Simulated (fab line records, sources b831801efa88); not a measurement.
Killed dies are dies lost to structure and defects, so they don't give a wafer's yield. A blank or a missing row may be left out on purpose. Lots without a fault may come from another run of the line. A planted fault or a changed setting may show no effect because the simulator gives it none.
fab line records | flow gf180mcu
record lots=5 wafers=15 last_day=34
route steps=602 shown MIM@524 M5@526 V5@540
lots that met no fault: from a run of the same line without faults
start_h: hours from the record's first day to the start of the lot's first wafer shown | wait_h: hours since the lot's step before | " the same as in the row above | L1.1+2: a row that stands for several wafers | - no value, or no start given | * or withheld: withheld | < > ~ a bound
route shown NAME@n: a module of which the file shows steps, and the number in the route of the first | usual: mean/standard deviation of fault-free wafers | same: alike in all rows | chamber/n: place in a boat | sites: the reading at each site | _std_site: their standard deviation | _edge_site: outer sites' mean less inner sites' | radius_mm: how far each site lies from the wafer's centre | mask NAME#n: copy n | behind: the tool/chamber that last shaped the wafer | hold: why the lot was held/for how many hours/how that ended | device: the transistor (n, p or np) that didn't switch | end of line: the same wafers' tests at the end of the route | a step without rows: its recipe alone | killed: dies lost to structure and defects at the first sort, not the wafer's yield | map: a wafer's dies, x killed, . not, _ none there
set.NAME: the setting as run; set.NAME@STEP: as run at that earlier step | model.NAME: the simulator's own value behind a step, which no gauge read
lots at some steps of the route; a table a step, a row a wafer
services: from which hour (start_h, from the record's first day; less than 0 if before it) a tool's chamber was out of use, for how many hours, and why
## steps
# step GF_MIM_STRIP_21
# recipe chemistry=post_etch_residue_remover time_s=1200 temp_c=72.5
# columns lot.wafer tool chamber start_h wait_h
L076.4+5+6 wet_bench-04 2 617.79 0.0
L079.2+3+6 wet_bench-03 3 640.89 0.1
L083.2+4+5 wet_bench-01 2 659.19 0.1
L091.2+4+5 wet_bench-03 0 713.14 0.1
L094.2+5+6 wet_bench-04 0 732.79 0.1
# step GF_MIM_CLEAN_22
# recipe chemistry=DIW dry=n2_spin
# columns lot.wafer tool chamber start_h wait_h
L076.4+5+6 wet_bench-01 2 618.14 0.0
L079.2+3+6 wet_bench-04 3 641.24 0.0
L083.2+4+5 wet_bench-04 0 659.53 0.0
L091.2+4+5 wet_bench-04 3 713.48 0.0
L094.2+5+6 wet_bench-03 2 733.14 0.0
# step GF_M5_DEHYDRATE_00
# recipe temp_c=200 time_s=60
# columns lot.wafer tool chamber start_h wait_h
L076.4+5+6 litho_track-04 0 627.61 9.4
L079.2+3+6 litho_track-03 0 650.15 8.8
L083.2+4+5 litho_track-04 0 668.41 8.8
L091.2+4+5 litho_track-01 0 721.84 8.3
L094.2+5+6 litho_track-04 0 738.50 5.3
# step GF_M5_HMDS_01
# recipe prime_time_s=60 prime_temp_c=120
# same prime_time_s=60
# columns lot.wafer tool chamber start_h wait_h
L076.4+5+6 litho_track-04 0 627.76 0.1
L079.2+3+6 litho_track-03 0 650.30 0.1
L083.2+4+5 litho_track-04 0 668.56 0.1
L091.2+4+5 litho_track-01 0 721.99 0.1
L094.2+5+6 litho_track-04 0 738.65 0.1
# step GF_M5_COAT_02
# recipe resist=KrF spin_rpm=withheld resist_thk_nm=1000
# columns lot.wafer tool chamber start_h wait_h
L076.4+5+6 litho_track-04 0 627.91 0.1
L079.2+3+6 litho_track-03 0 650.45 0.1
L083.2+4+5 litho_track-04 0 668.71 0.1
L091.2+4+5 litho_track-01 0 722.14 0.1
L094.2+5+6 litho_track-04 0 738.80 0.1
# step GF_M5_SOFTBAKE_03
# recipe temp_c=130 time_s=60 resist=KrF
# columns lot.wafer tool chamber start_h wait_h
L076.4+5+6 litho_track-04 0 628.06 0.1
L079.2+3+6 litho_track-03 0 650.60 0.1
L083.2+4+5 litho_track-04 0 668.86 0.1
L091.2+4+5 litho_track-01 0 722.29 0.1
L094.2+5+6 litho_track-04 0 738.95 0.1
# step GF_M5_EXPOSE_04
# recipe mask_id=Metal5 target_cd_nm=280 na=0.68 source_shape=conventional sigma_outer=0.6 dose_mj=28
# usual focus_offset_nm=0.1/0.52
# columns lot.wafer tool chamber start_h wait_h mask focus_offset_nm
L076.4 krf_scanner-01 0 - - Metal5#0 0.1
L076.5 " 0 " " Metal5#0 0.5
L076.6 " 0 " " Metal5#0 0.3
L079.2 krf_scanner-01 0 - - Metal5#0 0.1
L079.3 " 0 " " Metal5#0 0.0
L079.6 " 0 " " Metal5#0 -1.0
L083.2 krf_scanner-02 0 - - Metal5#0 -0.1
L083.4 " 0 " " Metal5#0 0.3
L083.5 " 0 " " Metal5#0 -0.5
L091.2 krf_scanner-01 0 - - Metal5#0 0.1
L091.4 " 0 " " Metal5#0 0.0
L091.5 " 0 " " Metal5#0 -0.1
L094.2 krf_scanner-01 0 - - Metal5#0 0.4
L094.5 " 0 " " Metal5#0 -0.3
L094.6 " 0 " " Metal5#0 0.5
# step GF_M5_PEB_05
# recipe peb_temp_c=135 peb_time_s=90 resist=KrF
# columns lot.wafer tool chamber start_h wait_h
L076.4+5+6 litho_track-04 0 - -
L079.2+3+6 litho_track-03 0 - -
L083.2+4+5 litho_track-03 0 - -
L091.2+4+5 litho_track-04 0 - -
L094.2+5+6 litho_track-04 0 - -
# step GF_M5_DEVELOP_06
# recipe develop_time_s=60 dev_temp_c=21
# columns lot.wafer tool chamber start_h wait_h
L076.4+5+6 litho_track-04 0 637.76 0.1
L079.2+3+6 litho_track-03 0 660.25 0.2
L083.2+4+5 litho_track-03 0 677.75 0.2
L091.2+4+5 litho_track-04 0 731.05 0.2
L094.2+5+6 litho_track-04 0 742.35 0.2
# step GF_M5_CD_MEAS_07
# recipe target_cd_nm=280
# usual cd_nm=280.3/1.5
# columns lot.wafer tool chamber start_h wait_h cd_nm
L076.4 cd_sem-01 - 637.89 0.1 278.8
L076.5 " - " " 280.4
L076.6 " - " " 279.6
L079.2 cd_sem-01 - 660.39 0.1 277.7
L079.3 " - " " 277.6
L079.6 " - " " 277.9
L083.2 cd_sem-02 - 677.89 0.1 280.4
L083.4 " - " " 279.5
L083.5 " - " " 280.0
L091.2 cd_sem-01 - 731.20 0.1 282.4
L091.4 " - " " 281.6
L091.5 " - " " 282.3
L094.2 cd_sem-01 - 742.50 0.1 281.1
L094.5 " - " " 280.9
L094.6 " - " " 279.9
# step GF_M5_OVL_MEAS_08
# usual M5_OVL=-3/5.8
# columns lot.wafer tool chamber start_h wait_h M5_OVL[nm]
L076.4 overlay-02 - 637.97 0.1 -11
L076.5 " - " " -15
L076.6 " - " " -17
L079.2 overlay-02 - 660.50 0.1 -7
L079.3 " - " " -1
L079.6 " - " " -11
L083.2 overlay-01 - 678.00 0.1 -4
L083.4 " - " " -1
L083.5 " - " " -2
L091.2 overlay-01 - 731.31 0.1 -10
L091.4 " - " " -1
L091.5 " - " " -4
L094.2 overlay-01 - 742.61 0.1 -6
L094.5 " - " " -8
L094.6 " - " " -4
# step GF_M5_ETCH_09
# recipe chemistry=CF4/O2 target=Si3N4 target_depth_nm=52 source_w=800 bias_w=150 pressure_mtorr=150 cf4_flow_sccm=80 O2_flow_sccm=10 time_s=11.6
# usual drypump_motor_current_A=5.6/0.48 oes_product_au=1.003/0.014 throttle_valve_pct=5.972/0.0097
# columns lot.wafer tool chamber start_h wait_h drypump_motor_current_A oes_product_au rf_hours_counter_h throttle_valve_pct
L076.4 rie_diel-01 3 638.00 0.0 5.0 0.990 - 5.958
L076.5 " 1 " " 5.9 1.007 - 5.987
L076.6 " 0 " " 6.7 0.997 - 5.961
L079.2 rie_diel-04 1 660.53 0.0 5.8 0.999 30 5.981
L079.3 " 3 " " 5.1 0.975 8 5.959
L079.6 " 3 " " 5.1 0.967 - 5.958
L083.2 rie_diel-04 2 678.03 0.0 6.0 1.012 1 5.975
L083.4 " 1 " " 5.8 1.003 30 5.971
L083.5 " 0 " " 5.4 0.992 - 5.973
L091.2 rie_diel-04 1 731.34 0.0 5.8 1.010 32 5.986
L091.4 " 1 " " 5.8 1.015 - 5.974
L091.5 " 3 " " 5.1 0.997 - 5.972
L094.2 rie_diel-04 3 742.64 0.0 5.1 0.983 11 5.953
L094.5 " 1 " " 5.8 1.011 - 5.979
L094.6 " 0 " " 5.4 1.036 - 5.980
# step GF_M5_METAL_ETCH_10
# recipe chemistry=Cl2/BCl3 mask_material=KrF target_depth_nm=750.8 stop_on=SiO2 pressure_mtorr=8 icp_w=800 bias_w=140 Cl2_flow_sccm=80 bcl3_flow_sccm=40 time_s=125.1
# usual drypump_motor_current_A=5.8/0.61 oes_product_au=0.987/0.0086 throttle_valve_pct=28.233/0.011
# columns lot.wafer tool chamber start_h wait_h drypump_motor_current_A oes_product_au rf_hours_counter_h throttle_valve_pct
L076.4 rie_metal-04 1 638.05 0.0 4.9 0.988 - 28.214
L076.5 " 1 " " 4.8 0.991 - 28.235
L076.6 " 0 " " 6.1 0.990 - 28.220
L079.2 rie_metal-02 0 660.55 0.0 5.8 0.980 9 28.239
L079.3 " 1 " " 6.2 0.989 - 28.223
L079.6 " 1 " " 6.2 0.992 - 28.205
L083.2 rie_metal-02 1 678.05 0.0 6.2 0.988 13 28.217
L083.4 " 0 " " 5.8 0.981 - 28.237
L083.5 " 0 " " 5.8 0.969 - 28.255
L091.2 rie_metal-04 0 731.36 0.0 6.2 0.996 10 28.229
L091.4 " 1 " " 4.8 0.998 - 28.229
L091.5 " 1 " " 4.8 0.999 - 28.226
L094.2 rie_metal-02 0 742.66 0.0 5.8 0.970 14 28.258
L094.5 " 1 " " 6.2 1.001 - 28.226
L094.6 " 0 " " 5.8 0.973 - 28.252
# step GF_M5_STRIP_11
# recipe chemistry=O2/N2 power_w=1400 pressure_mtorr=1500 platen_temp_c=250 o2_flow_sccm=3000 n2_flow_sccm=300 overash_fraction=0.5
# usual drypump_motor_current_A=5.9/0.46 heater_power_w=352/32 oes_product_au=0.525/0.005 strip_time_to_endpoint_s=7.07/0.064
# columns lot.wafer tool chamber start_h wait_h drypump_motor_current_A heater_power_w oes_product_au rf_hours_counter_h strip_time_to_endpoint_s
L076.4 plasma_asher-01 0 638.17 0.1 6.3 352 0.532 - 7.05
L076.5 " 1 " " 6.3 325 0.527 - 7.09
L076.6 " 0 " " 6.3 357 0.517 - 7.04
L079.2 plasma_asher-04 1 660.68 0.1 6.5 403 0.525 23 7.10
L079.3 " 1 " " 6.5 395 0.521 - 7.03
L079.6 " 0 " " 5.4 326 0.524 - 6.99
L083.2 plasma_asher-01 1 678.18 0.1 6.2 318 0.523 102 6.93
L083.4 " 1 " " 6.2 325 0.530 - 7.08
L083.5 " 0 " " 6.3 352 0.529 - 7.12
L091.2 plasma_asher-01 1 731.49 0.1 6.2 325 0.526 107 7.06
L091.4 " 0 " " 6.3 351 0.525 - 7.01
L091.5 " 0 " " 6.3 348 0.520 - 7.02
L094.2 plasma_asher-01 0 742.79 0.1 6.3 358 0.528 0 7.10
L094.5 " 1 " " 6.3 303 0.524 - 7.04
L094.6 " 0 " " 6.3 351 0.524 - 7.09
# step GF_M5_STRIP_12
# recipe chemistry=post_etch_residue_remover time_s=1200 temp_c=72.5
# columns lot.wafer tool chamber start_h wait_h
L076.4+5+6 wet_bench-03 2 638.24 0.0
L079.2+3+6 wet_bench-02 1 660.78 0.1
L083.2+4+5 wet_bench-03 3 678.28 0.1
L091.2+4+5 wet_bench-02 0 731.59 0.1
L094.2+5+6 wet_bench-01 2 742.89 0.1
# step GF_M5_CLEAN_13
# recipe chemistry=DIW dry=n2_spin
# columns lot.wafer tool chamber start_h wait_h
L076.4+5+6 wet_bench-01 3 638.58 0.0
L079.2+3+6 wet_bench-01 0 661.12 0.0
L083.2+4+5 wet_bench-02 0 678.62 0.0
L091.2+4+5 wet_bench-03 1 731.93 0.0
L094.2+5+6 wet_bench-03 3 743.23 0.0
# step GF_V5_CVD_00
# recipe material=SiO2 target_thk_nm=300 sigma_open_frac=0.3 temp_c=400 time_s=50 sih4_flow_sccm=60 pressure_mtorr=6
# columns lot.wafer tool chamber start_h wait_h
L076.4+5+6 hdpcvd-02 0,2,1 638.69 0.0
L079.2+3+6 hdpcvd-02 0,1,1 661.22 0.0
L083.2+4+5 hdpcvd-02 0,1,2 678.72 0.0
L091.2+4+5 hdpcvd-01 2,1,2 732.02 0.0
L094.2+5+6 hdpcvd-02 2,1,0 743.32 0.0
# step GF_V5_THK_MEAS_01
# recipe reads=SiO2_of_V5_CVD_00
# usual V5_CVD_00_THK=301/4.5
# columns lot.wafer tool chamber start_h wait_h V5_CVD_00_THK[nm]
L076.4 film_metro-02 - 638.75 0.0 300
L076.5 " - " " 298
L076.6 " - " " 291
L079.2 film_metro-04 - 661.27 0.0 297
L079.3 " - " " 292
L079.6 " - " " 298
L083.2 film_metro-04 - 678.77 0.0 306
L083.4 " - " " 301
L083.5 " - " " 302
L091.2 film_metro-03 - 732.08 0.0 313
L091.4 " - " " 305
L091.5 " - " " 312
L094.2 film_metro-03 - 743.38 0.0 298
L094.5 " - " " 298
L094.6 " - " " 301
# step GF_V5_CVD_02
# recipe material=SiO2 target_thk_nm=1450 precursor=TEOS temp_c=400 time_s=163.28 rf_w=600
# usual heater_power_w=634/92
# columns lot.wafer tool chamber start_h wait_h heater_power_w
L076.4 pecvd-01 2 638.83 0.1 472
L076.5 " 0 " " 749
L076.6 " 1 " " 558
L079.2 pecvd-04 0 661.32 0.0 789
L079.3 " 2 " " 642
L079.6 " 0 " " 827
L083.2 pecvd-01 2 678.82 0.0 575
L083.4 " 1 " " 546
L083.5 " 2 " " 478
L091.2 pecvd-02 1 732.13 0.0 559
L091.4 " 1 " " 464
L091.5 " 0 " " 626
L094.2 pecvd-02 0 743.43 0.0 591
L094.5 " 0 " " 659
L094.6 " 2 " " 581
# step GF_V5_THK_MEAS_03
# recipe reads=SiO2_of_V5_CVD_02
# usual V5_CVD_02_THK=1438/23
# columns lot.wafer tool chamber start_h wait_h V5_CVD_02_THK[nm]
L076.4 film_metro-04 - 638.91 0.0 1477
L076.5 " - " " 1464
L076.6 " - " " 1487
L079.2 film_metro-04 - 661.44 0.1 1448
L079.3 " - " " 1424
L079.6 " - " " 1456
L083.2 film_metro-03 - 678.94 0.1 1435
L083.4 " - " " 1448
L083.5 " - " " 1464
L091.2 film_metro-04 - 732.24 0.1 1426
L091.4 " - " " 1446
L091.5 " - " " 1432
L094.2 film_metro-02 - 743.54 0.1 1415
L094.5 " - " " 1446
L094.6 " - " " 1460
# step GF_V5_CMP_04
# recipe material=SiO2 down_force_psi=4 platen_rpm=60 pad_velocity_m_s=0.94248
# usual motor_current_A=11.9/1.1 platen_rpm=60.00/0.037
# columns lot.wafer tool chamber start_h wait_h motor_current_A platen_rpm
L076.4 cmp-01 3 638.99 0.1 13.4 59.98
L076.6 " 2 " " 10.3 60.05
L076.5 " 3 " " 12.4 60.00
L079.2 cmp-01 1 661.54 0.1 10.7 59.97
L079.3 " 2 " " 11.0 60.03
L079.6 " 1 " " 10.6 60.07
L083.2 cmp-01 1 678.99 0.0 11.2 60.06
L083.4 " 3 " " 13.0 60.03
L083.5 " 1 " " 11.2 60.03
L091.2 cmp-02 2 752.87 20.6 12.0 59.97
L091.4 " 0 " " 11.4 59.94
L091.5 " 2 " " 11.7 60.00
L094.2 cmp-02 0 762.92 19.4 12.2 60.01
L094.6 " 1 " " 14.3 60.03
L094.5 " 2 " " 12.4 60.04
# step GF_V5_BOW_MEAS_05
# recipe mode=bow
# usual V5_BOW=137/8.3
# columns lot.wafer tool chamber start_h wait_h V5_BOW[um]
L076.4 film_metro-03 - 639.30 0.3 148
L076.5 " - " " 156
L076.6 " - " " 155
L079.2 film_metro-03 - 661.81 0.2 129
L079.3 " - " " 132
L079.6 " - " " 138
L083.2 film_metro-04 - 679.31 0.3 137
L083.4 " - " " 133
L083.5 " - " " 139
L091.2 film_metro-03 - 753.19 0.3 143
L091.4 " - " " 140
L091.5 " - " " 150
L094.2 film_metro-02 - 763.09 0.1 138
L094.5 " - " " 133
L094.6 " - " " 131
# step GF_V5_DEHYDRATE_06
# recipe temp_c=200 time_s=60
# columns lot.wafer tool chamber start_h wait_h
L076.4+5+6 litho_track-04 0 648.41 9.1
L079.2+3+6 litho_track-02 0 670.69 8.9
L083.2+4+5 litho_track-01 0 688.69 9.4
L091.2+4+5 litho_track-01 0 755.49 2.3
L094.2+5+6 litho_track-01 0 767.09 4.0
# step GF_V5_HMDS_07
# recipe prime_time_s=60 prime_temp_c=120
# same prime_time_s=60
# columns lot.wafer tool chamber start_h wait_h
L076.4+5+6 litho_track-04 0 648.56 0.1
L079.2+3+6 litho_track-02 0 670.84 0.1
L083.2+4+5 litho_track-01 0 688.84 0.1
L091.2+4+5 litho_track-01 0 755.64 0.1
L094.2+5+6 litho_track-01 0 767.24 0.1
# step GF_V5_COAT_08
# recipe resist=BARC temp_c=withheld time_s=withheld spin_rpm=withheld resist_thk_nm=withheld
# columns lot.wafer tool chamber start_h wait_h
L076.4+5+6 litho_track-04 0 648.71 0.1
L079.2+3+6 litho_track-02 0 670.99 0.1
L083.2+4+5 litho_track-01 0 688.99 0.1
L091.2+4+5 litho_track-01 0 755.79 0.1
L094.2+5+6 litho_track-01 0 767.39 0.1
# step GF_V5_COAT_09
# recipe resist=KrF spin_rpm=withheld resist_thk_nm=1000
# columns lot.wafer tool chamber start_h wait_h
L076.4+5+6 litho_track-04 0 - -
L079.2+3+6 litho_track-02 0 - -
L083.2+4+5 litho_track-01 0 - -
L091.2+4+5 litho_track-01 0 - -
L094.2+5+6 litho_track-01 0 - -
# step GF_V5_SOFTBAKE_10
# recipe temp_c=130 time_s=60 resist=KrF
# columns lot.wafer tool chamber start_h wait_h
L076.4+5+6 litho_track-04 0 - -
L079.2+3+6 litho_track-02 0 - -
L083.2+4+5 litho_track-01 0 - -
L091.2+4+5 litho_track-01 0 - -
L094.2+5+6 litho_track-01 0 - -
# step GF_V5_EXPOSE_11
# recipe mask_id=Via5 target_cd_nm=260 na=0.68 source_shape=conventional sigma_outer=0.6 dose_mj=38
# usual focus_offset_nm=-0.1/0.55
# columns lot.wafer tool chamber start_h wait_h mask focus_offset_nm
L076.4 krf_scanner-01 0 - - Via5#0 -0.7
L076.5 " 0 " " Via5#0 -1.0
L076.6 " 0 " " Via5#0 -0.1
L079.2 krf_scanner-02 0 - - Via5#0 0.2
L079.3 " 0 " " Via5#0 0.3
L079.6 " 0 " " Via5#0 0.8
L083.2 krf_scanner-02 0 - - Via5#0 -0.7
L083.4 " 0 " " Via5#0 -0.7
L083.5 " 0 " " Via5#0 -0.4
L091.2 krf_scanner-01 0 - - Via5#0 -0.6
L091.4 " 0 " " Via5#0 -0.5
L091.5 " 0 " " Via5#0 -0.5
L094.2 krf_scanner-01 0 - - Via5#0 -0.9
L094.5 " 0 " " Via5#0 -0.6
L094.6 " 0 " " Via5#0 -0.8
# step GF_V5_PEB_12
# recipe peb_temp_c=135 peb_time_s=90 resist=KrF
# columns lot.wafer tool chamber start_h wait_h
L076.4+5+6 litho_track-04 0 - -
L079.2+3+6 litho_track-04 0 - -
L083.2+4+5 litho_track-04 0 - -
L091.2+4+5 litho_track-04 0 - -
L094.2+5+6 litho_track-02 0 - -
# step GF_V5_DEVELOP_13
# recipe develop_time_s=60 resist=KrF dev_temp_c=21
# columns lot.wafer tool chamber start_h wait_h
L076.4+5+6 litho_track-04 0 658.71 0.1
L079.2+3+6 litho_track-04 0 680.46 0.2
L083.2+4+5 litho_track-04 0 698.30 0.2
L091.2+4+5 litho_track-04 0 759.55 0.2
L094.2+5+6 litho_track-02 0 772.39 0.2
# step GF_V5_CD_MEAS_14
# recipe target_cd_nm=260
# usual cd_nm=260.0/1.3
# columns lot.wafer tool chamber start_h wait_h cd_nm
L076.4 cd_sem-02 - 658.84 0.1 261.7
L076.5 " - " " 260.5
L076.6 " - " " 260.2
L079.2 cd_sem-02 - 680.60 0.1 260.1
L079.3 " - " " 262.2
L079.6 " - " " 261.3
L083.2 cd_sem-01 - 698.45 0.1 258.0
L083.4 " - " " 258.2
L083.5 " - " " 259.5
L091.2 cd_sem-01 - 759.70 0.1 259.0
L091.4 " - " " 259.4
L091.5 " - " " 260.0
L094.2 cd_sem-01 - 772.54 0.1 260.5
L094.5 " - " " 259.3
L094.6 " - " " 259.8
# step GF_V5_OVL_MEAS_15
# usual V5_OVL=-2/5.8
# columns lot.wafer tool chamber start_h wait_h V5_OVL[nm]
L076.4 overlay-02 - 658.92 0.1 4
L076.5 " - " " 0
L076.6 " - " " -1
L079.2 overlay-01 - 680.71 0.1 2
L079.3 " - " " -6
L079.6 " - " " -3
L083.2 overlay-02 - 698.56 0.1 0
L083.4 " - " " -3
L083.5 " - " " 1
L091.2 overlay-01 - 759.81 0.1 -3
L091.4 " - " " -5
L091.5 " - " " -1
L094.2 overlay-02 - 772.64 0.1 8
L094.5 " - " " -5
L094.6 " - " " 7
# step GF_V5_ETCH_16
# recipe chemistry=N2/H2 target_depth_a=withheld overetch_a=withheld time_s=withheld target=BARC ion_energy_ev=200 source_w=500 bias_w=100 pressure_mtorr=30 n2_flow_sccm=100 h2_flow_sccm=200
# usual drypump_motor_current_A=5.6/0.57 h2_flow_sccm=200.0/0.61 oes_product_au=0.854/0.0052 throttle_valve_pct=13.225/0.0089
# columns lot.wafer tool chamber start_h wait_h drypump_motor_current_A h2_flow_sccm oes_product_au throttle_valve_pct
L076.4 rie_diel-01 3 658.96 0.0 5.0 199.7 0.849 13.213
L076.5 " 1 " " 5.9 201.0 0.845 13.229
L076.6 " 0 " " 6.7 199.7 0.850 13.216
L079.2 rie_diel-02 3 680.74 0.0 5.0 198.5 0.856 13.230
L079.3 " 1 " " 5.9 200.0 0.856 13.230
L079.6 " 2 " " 5.4 200.2 0.850 13.238
L083.2 rie_diel-02 2 698.59 0.0 5.4 200.6 0.859 13.245
L083.4 " 3 " " 5.0 199.6 0.849 13.231
L083.5 " 2 " " 5.3 200.0 0.859 13.227
L091.2 rie_diel-03 3 759.84 0.0 5.9 199.3 0.858 13.226
L091.4 " 1 " " 6.3 200.7 0.859 13.230
L091.5 " 2 " " 5.3 199.9 0.858 13.216
L094.2 rie_diel-03 1 772.67 0.0 6.3 199.9 0.850 13.227
L094.5 " 2 " " 5.3 200.6 0.859 13.226
L094.6 " 1 " " 6.3 199.7 0.855 13.236
# step GF_V5_ETCH_17
# recipe chemistry=C4F8/O2/Ar mask_material=KrF target=SiO2 stop_on=TiN source_w=1500 bias_w=1200 pressure_mtorr=40 c4f8_flow_sccm=withheld O2_flow_sccm=6 Ar_flow_sccm=300 time_s=withheld target_depth_a=8550
# usual oes_product_au=0.860/0.0052
# columns lot.wafer tool chamber start_h wait_h oes_product_au
L076.4 rie_diel-01 3 - - 0.851
L076.5 " 1 " " 0.858
L076.6 " 0 " " 0.861
L079.2 rie_diel-02 3 - - 0.848
L079.3 " 1 " " 0.860
L079.6 " 2 " " 0.853
L083.2 rie_diel-02 2 - - 0.866
L083.4 " 3 " " 0.866
L083.5 " 2 " " 0.866
L091.2 rie_diel-03 3 - - 0.860
L091.4 " 1 " " 0.863
L091.5 " 2 " " 0.860
L094.2 rie_diel-03 1 - - 0.865
L094.5 " 2 " " 0.862
L094.6 " 1 " " 0.858
# step GF_V5_STRIP_18
# recipe chemistry=O2/N2 power_w=1400 pressure_mtorr=1500 platen_temp_c=250 o2_flow_sccm=3000 n2_flow_sccm=300 overash_fraction=0.5
# usual drypump_motor_current_A=6.3/0.37 heater_power_w=334/23 oes_product_au=0.568/0.0053
# columns lot.wafer tool chamber start_h wait_h drypump_motor_current_A heater_power_w oes_product_au rf_hours_counter_h
L076.4 plasma_asher-02 0 659.12 - 5.6 376 0.580 -
L076.5 " 0 " " 5.6 373 0.563 -
L076.6 " 1 " " 5.8 311 0.562 -
L079.2 plasma_asher-02 1 680.89 - 5.8 316 0.572 57
L079.3 " 1 " " 5.8 323 0.577 -
L079.6 " 1 " " 5.8 308 0.573 -
L083.2 plasma_asher-01 0 698.74 - 6.3 352 0.568 104
L083.4 " 0 " " 6.3 341 0.573 -
L083.5 " 1 " " 6.2 323 0.578 -
L091.2 plasma_asher-01 1 759.99 - 6.3 301 0.562 2
L091.4 " 1 " " 6.3 301 0.566 -
L091.5 " 0 " " 6.3 359 0.567 -
L094.2 plasma_asher-03 0 772.83 - 6.7 314 0.562 106
L094.5 " 0 " " 6.7 311 0.564 -
L094.6 " 1 " " 6.5 346 0.561 -
# step GF_V5_STRIP_19
# recipe chemistry=post_etch_residue_remover time_s=1200 temp_c=72.5
# columns lot.wafer tool chamber start_h wait_h
L076.4+5+6 wet_bench-03 3 659.19 0.0
L079.2+3+6 wet_bench-02 1 680.99 0.1
L083.2+4+5 wet_bench-03 0 698.84 0.1
L091.2+4+5 wet_bench-03 0 760.09 0.1
L094.2+5+6 wet_bench-04 3 772.93 0.1
# step GF_V5_CLEAN_20
# recipe chemistry=DIW dry=n2_spin
# columns lot.wafer tool chamber start_h wait_h
L076.4+5+6 wet_bench-02 1 659.53 0.0
L079.2+3+6 wet_bench-04 2 681.33 0.0
L083.2+4+5 wet_bench-02 2 699.21 0.0
L091.2+4+5 wet_bench-04 3 760.43 0.0
L094.2+5+6 wet_bench-03 3 773.27 0.0
# step GF_V5_SPUTTER_21
# recipe material=Ti target_thk_nm=15 chamber_pressure_pa=5 power_w=2500 substrate_temp_c=200 time_s=80.02
# usual chamber_pressure_pa=4.998/0.0092 throttle_valve_pct=30.2/0.95
# columns lot.wafer tool chamber start_h wait_h chamber_pressure_pa throttle_valve_pct
L076.4 pvd_sputter-02 - 659.62 0.0 4.996 29.0
L076.5 " - " " 4.994 32.1
L076.6 " - " " 5.004 30.9
L079.2 pvd_sputter-04 - 681.42 0.0 4.997 30.0
L079.3 " - " " 4.997 31.3
L079.6 " - " " 4.995 31.1
L083.2 pvd_sputter-04 - 699.30 0.0 5.004 29.9
L083.4 " - " " 4.997 31.0
L083.5 " - " " 4.997 29.6
L091.2 pvd_sputter-04 - 760.52 0.0 4.992 31.2
L091.4 " - " " 5.006 29.8
L091.5 " - " " 5.010 28.9
L094.2 pvd_sputter-04 - 773.37 0.0 4.992 29.6
L094.5 " - " " 4.994 29.5
L094.6 " - " " 4.997 29.3
# step GF_V5_SPUTTER_22
# recipe material=TiN target_thk_nm=10 chamber_pressure_pa=5 power_w=4000 time_s=40
# usual chamber_pressure_pa=5.000/0.011 throttle_valve_pct=30.2/0.97
# columns lot.wafer tool chamber start_h wait_h chamber_pressure_pa throttle_valve_pct
L076.4 pvd_sputter-02 - 659.68 0.0 4.995 29.1
L076.5 " - " " 4.993 32.0
L076.6 " - " " 4.998 30.9
L079.2 pvd_sputter-04 - 681.48 0.0 4.985 30.0
L079.3 " - " " 4.989 31.2
L079.6 " - " " 4.991 31.2
L083.2 pvd_sputter-04 - 699.36 0.0 5.004 30.0
L083.4 " - " " 4.988 30.8
L083.5 " - " " 4.993 29.2
L091.2 pvd_sputter-04 - 760.58 0.0 5.006 31.2
L091.4 " - " " 5.001 29.6
L091.5 " - " " 5.005 29.1
L094.2 pvd_sputter-04 - 773.43 0.0 4.996 29.7
L094.5 " - " " 4.983 29.7
L094.6 " - " " 4.993 29.0
# step GF_V5_CVD_23
# recipe material=W target_thk_nm=350 time_s=104.9 temp_c=400 pressure_torr=40
# usual heater_power_w=842/100
# columns lot.wafer tool chamber start_h wait_h heater_power_w
L076.4 cvd_w-02 1 659.76 0.1 768
L076.5 " 0 " " 713
L076.6 " 1 " " 781
L079.2 cvd_w-02 1 681.52 0.0 776
L079.3 " 0 " " 707
L079.6 " 1 " " 774
L083.2 cvd_w-02 1 699.40 0.0 787
L083.4 " 1 " " 770
L083.5 " 0 " " 712
L091.2 cvd_w-01 0 760.62 0.0 983
L091.4 " 0 " " 1009
L091.5 " 0 " " 960
L094.2 cvd_w-01 0 773.47 0.0 963
L094.5 " 0 " " 981
L094.6 " 1 " " 889
# step GF_V5_RS_MEAS_24
# recipe thk_meas_gauge=four-point-probe reads=W_of_V5_CVD_23+TiN_of_V5_SPUTTER_22+Ti_of_V5_SPUTTER_21
# usual V5_W_RS=0.329/0.0042
# columns lot.wafer tool chamber start_h wait_h V5_W_RS[ohm/sq]
L076.4 film_metro-02 - 659.89 0.1 0.323
L076.5 " - " " 0.322
L076.6 " - " " 0.329
L079.2 film_metro-02 - 681.65 0.1 0.329
L079.3 " - " " 0.328
L079.6 " - " " 0.327
L083.2 film_metro-03 - 699.54 0.1 0.327
L083.4 " - " " 0.327
L083.5 " - " " 0.327
L091.2 film_metro-04 - 760.75 0.1 0.332
L091.4 " - " " 0.327
L091.5 " - " " 0.332
L094.2 film_metro-03 - 773.60 0.1 0.328
L094.5 " - " " 0.330
L094.6 " - " " 0.331
# step GF_V5_THK_MEAS_25
# recipe thk_meas_gauge=xrf reads=W_of_V5_CVD_23
# usual V5_W_THK=351/5.8
# columns lot.wafer tool chamber start_h wait_h V5_W_THK[nm]
L076.4 film_metro-02 - 659.98 0.1 354
L076.5 " - " " 354
L076.6 " - " " 350
L079.2 film_metro-02 - 681.76 0.1 348
L079.3 " - " " 348
L079.6 " - " " 348
L083.2 film_metro-03 - 699.65 0.1 358
L083.4 " - " " 357
L083.5 " - " " 358
L091.2 film_metro-04 - 760.86 0.1 348
L091.4 " - " " 354
L091.5 " - " " 349
L094.2 film_metro-03 - 773.71 0.1 355
L094.5 " - " " 353
L094.6 " - " " 353
## services
# columns tool chamber start_h hours kind
rie_diel-02 2 594.71 4.2 repair
krf_scanner-02 - 596.35 1.3 pm
krf_scanner-01 - 599.79 1.0 pm
rie_diel-01 1 605.86 8.9 repair
rie_diel-03 2 612.56 2.6 repair
rie_diel-02 1 614.41 4.7 repair
rie_diel-01 2 624.86 69.0 repair
krf_scanner-01 - 635.54 4.0 pm
krf_scanner-01 - 647.64 0.8 pm
plasma_asher-01 - 666.79 4.0 pm
krf_scanner-01 - 668.41 3.6 pm
rie_diel-02 - 678.49 0.9 repair
rie_diel-04 - 699.23 14.6 pm
rie_diel-03 - 716.41 4.3 pm
wet_bench-03 - 716.68 1.9 repair
rie_diel-04 2 723.23 3.5 repair
rie_diel-02 3 731.77 5.2 repair
plasma_asher-01 - 733.75 9.0 pm
rie_diel-03 3 739.15 5.7 repair
hdpcvd-02 0 745.75 6.1 repair
rie_diel-02 - 753.30 1.1 repair
krf_scanner-01 - 759.19 1.3 pm
wet_bench-02 - 762.88 3.5 repair
krf_scanner-01 - 768.79 1.0 pm
## key
fault none
